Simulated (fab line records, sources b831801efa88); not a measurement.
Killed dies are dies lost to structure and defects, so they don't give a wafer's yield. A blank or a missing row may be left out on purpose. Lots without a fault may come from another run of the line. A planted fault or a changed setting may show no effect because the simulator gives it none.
One fault seen from 2 desks | flow sfq_line | each desk has only its own numbers; what lay behind them comes last

THE METROLOGY DESK
What the gauges read, lot by lot, whatever tool the lot ran on: means of the sampled wafers that have a number. A lot is out of limits, marked OUT, if its mean lies more than 4 standard deviations from the usual mean; the brackets give that distance.
Columns: A = M3_OVL at SFQ_M3_OVL_MEAS_921, usual 1 nm; B = I4_BOW at SFQ_I4_BOW_MEAS_927, usual 6 um
lot  | first seen here | A  | B
L716 | day 46 14:49    | -5 | 5
L717 | day 46 22:01    | 2  | 15
L718 | day 47 15:04    | 0  | -1
L719 | day 48 15:43    | -2 | 1
L720 | day 49 00:06    | 11 | 7
L723 | day 50 17:10    | -1 | 16
L724 | day 50 23:09    | -5 | 6
L725 | day 51 05:10    | 2  | 1
L728 | day 52 07:34    | 2  | -2
L731 | day 54 01:37    | 16 | 8
L735 | day 54 12:39    | 5  | 12
L736 | day 55 00:40    | -7 | -3
L737 | day 55 12:51    | -6 | 13
L738 | day 55 18:26    | 7  | 6
This desk's finding: nothing out of limits on any of the 14 lots.

THE TOOL OWNER'S DESK: litho_track-04
The tool's own readings at SFQ_TRILAYER_M0_LITHO_PEB_024 (peb time 60 s): means of the sampled wafers that have a number, for each lot that ran on this tool. A lot is out of limits, marked OUT, if its mean lies more than 4 standard deviations from the usual mean; the brackets give that distance.
Columns: A = heater_power_total_W at SFQ_TRILAYER_M0_LITHO_PEB_024, usual 79.16 W
lot  | first seen here | A
L718 | day 14 19:58    | 79.20
L723 | day 17 03:34    | 79.12
L731 | day 20 02:37    | 79.23
L735 | day 21 08:37    | 86.59 (+99 or more) OUT
L736 | day 21 14:43    | 86.50 (+99 or more) OUT
This desk's finding: out of limits on L735, L736; first on L735, day 21 08:37 (heater_power_total_W at SFQ_TRILAYER_M0_LITHO_PEB_024). In limits: L718, L723, L731.

PUT TOGETHER
The tool owner's desk could have raised an alarm at day 21 08:37, on L735, L736.
The metrology desk saw nothing out of limits.
The metrology desk has L735, L736 on record, within its limits.
Of the lots named, all ran SFQ_TRILAYER_M0_LITHO_PEB_024 on litho_track-04.

WHAT THE SIMULATOR HAD PUT IN
Process parameter drift: litho_track-04, from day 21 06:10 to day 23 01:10, at SFQ_TRILAYER_M0_LITHO_PEB_024. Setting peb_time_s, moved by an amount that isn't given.
Lots struck among those shown: L735, L736.
Hours from the fault's start to each desk's first reading out of limits: the tool owner's desk, 2.
